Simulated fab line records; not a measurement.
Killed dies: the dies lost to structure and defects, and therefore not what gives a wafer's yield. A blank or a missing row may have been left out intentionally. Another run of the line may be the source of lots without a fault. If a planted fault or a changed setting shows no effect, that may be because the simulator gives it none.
Comparing a struck lot with a sound one -- flow sky130 -- 15 steps out of a route of 708
Sound: these wafers, L215.1, L215.2, L215.4. The struck wafers were L222.3, L222.5, L222.6. The cause is given at the end.
Per side, at each step with rows, come the tool, then ch with its chambers, and then its first start. Under that, the readings that differ: sound wafers -- struck wafers -- difference of the means -- sigmas: that difference in standard deviations of wafers without a fault.
alike: same words and numbers on both sides, and readings whose means sit less than 2 such deviations apart. not compared: any withheld reading, any reading some wafer has no value for, any bound like >300 that may hide the same value, and any number with overlapping values for which the record gives no deviation.
The two part at a step that has a row with sigmas, a row that says differs or no value, or rows on one side only. When numbers do not overlap yet have no deviation, they are printed without sigmas and do not part them. A reading that every wafer of one side lacks parts them only if that side has two wafers or more.

first, 1 step without rows for these wafers: SKY_VIA4_CMP_21 (polishes, stops on SiO2, t overpolish 25 s, target thk 0 nm).
SKY_METAL5_SPUTTER_00: material Ti, target thk 15 nm, time 10 s.
  sound: pvd-sputter-03 at day 43 16:16; struck: pvd-sputter-01 at day 45 02:47
  alike: chamber-pressure-pa, throttle-valve-pct
SKY_METAL5_SPUTTER_01: material TiN, target thk 20 nm, time 16.7 s.
  sound: pvd-sputter-03 at day 43 16:17; struck: pvd-sputter-01 at day 45 02:49
  alike: chamber-pressure-pa, throttle-valve-pct
SKY_METAL5_SPUTTER_02: material AlCu, target thk 1150 nm, time 61.2 s.
  sound: pvd-sputter-03 at day 43 16:19; struck: pvd-sputter-01 at day 45 02:50
  alike: chamber-pressure-pa, throttle-valve-pct
SKY_METAL5_SPUTTER_03: material Ti, target thk 5 nm, time 3.3 s.
  sound: pvd-sputter-03 at day 43 16:22; struck: pvd-sputter-01 at day 45 02:53
  alike: chamber-pressure-pa, throttle-valve-pct
SKY_METAL5_SPUTTER_04: material TiN, target thk 70 nm, time 58.3 s.
  sound: pvd-sputter-03 at day 43 16:23; struck: pvd-sputter-01 at day 45 02:55
reading,sound,struck,difference,sigmas
chamber-pressure-pa (Pa),0.4000 0.4029 0.4017,0.3996 0.3999 0.3995,-0.0019,-2
  alike: throttle-valve-pct
SKY_METAL5_RS_MEAS_05: measures by four-point-probe.
  sound: film-metro-04 at day 43 16:26; struck: film-metro-01 at day 45 03:00
  alike: METAL5_ALCU_RS
SKY_METAL5_THK_MEAS_06: measures by xrf.
  sound: film-metro-04 at day 43 16:33; struck: film-metro-01 at day 45 03:06
  alike: METAL5_ALCU_THK
then, 4 steps without rows for these wafers: SKY_METAL5_DEHYDRATE_07 (time 60 s); SKY_METAL5_HMDS_08 (prime time 60 s); SKY_METAL5_COAT_09 (resist thk 1800 nm); SKY_METAL5_SOFTBAKE_10 (time 60 s).
SKY_METAL5_EXPOSE_11: exposes mask MM5, target cd 1600 nm.
  sound on iline-stepper-02 ch 0, day 44 03:48; struck on iline-stepper-01 ch 0, day 45 14:41
reading,sound,struck,difference,sigmas
model.METAL5.overlay-x-nm (nm),0.212 0.212 0.212,321.3 321.3 321.3,+321.1,
  alike: mask
next, for these wafers, 1 step has no rows: SKY_METAL5_PEB_12.
-- the record jumps here: 2 days lie between the struck wafers' starts before and after (it left off in module METAL5 and takes up again in module PAD_OPEN, whose first step shown is number 708 of the route) --
SKY_PAD_OPEN_PROBE_99:
  sound: prober-01 at day 46 13:18; struck: prober-02 at day 47 20:58
reading,sound,struck,difference,sigmas
killed-at-contacts,28 33 31,17 23 20,-11,-2
model.etest.via4-chain.rc-ohm,0.8206 0.8036 0.797,0.8754 0.8817 0.8948,+0.0769,
  alike: defect-limited-yield, killed_at_M0_to_M3, killed_at_M4_up, killed-at-front-end, killed-at-other, killed-dies, killed-open, killed-short, sort_bin_3_pad_short, sort_bin_5_function, sort_bin_6_memory, sort-n-pass, sort-yield-pct

== WHERE THEY PART ==
First at SKY_METAL5_SPUTTER_04; last, within this record, at SKY_PAD_OPEN_PROBE_99.

WHY: what the simulator had put in
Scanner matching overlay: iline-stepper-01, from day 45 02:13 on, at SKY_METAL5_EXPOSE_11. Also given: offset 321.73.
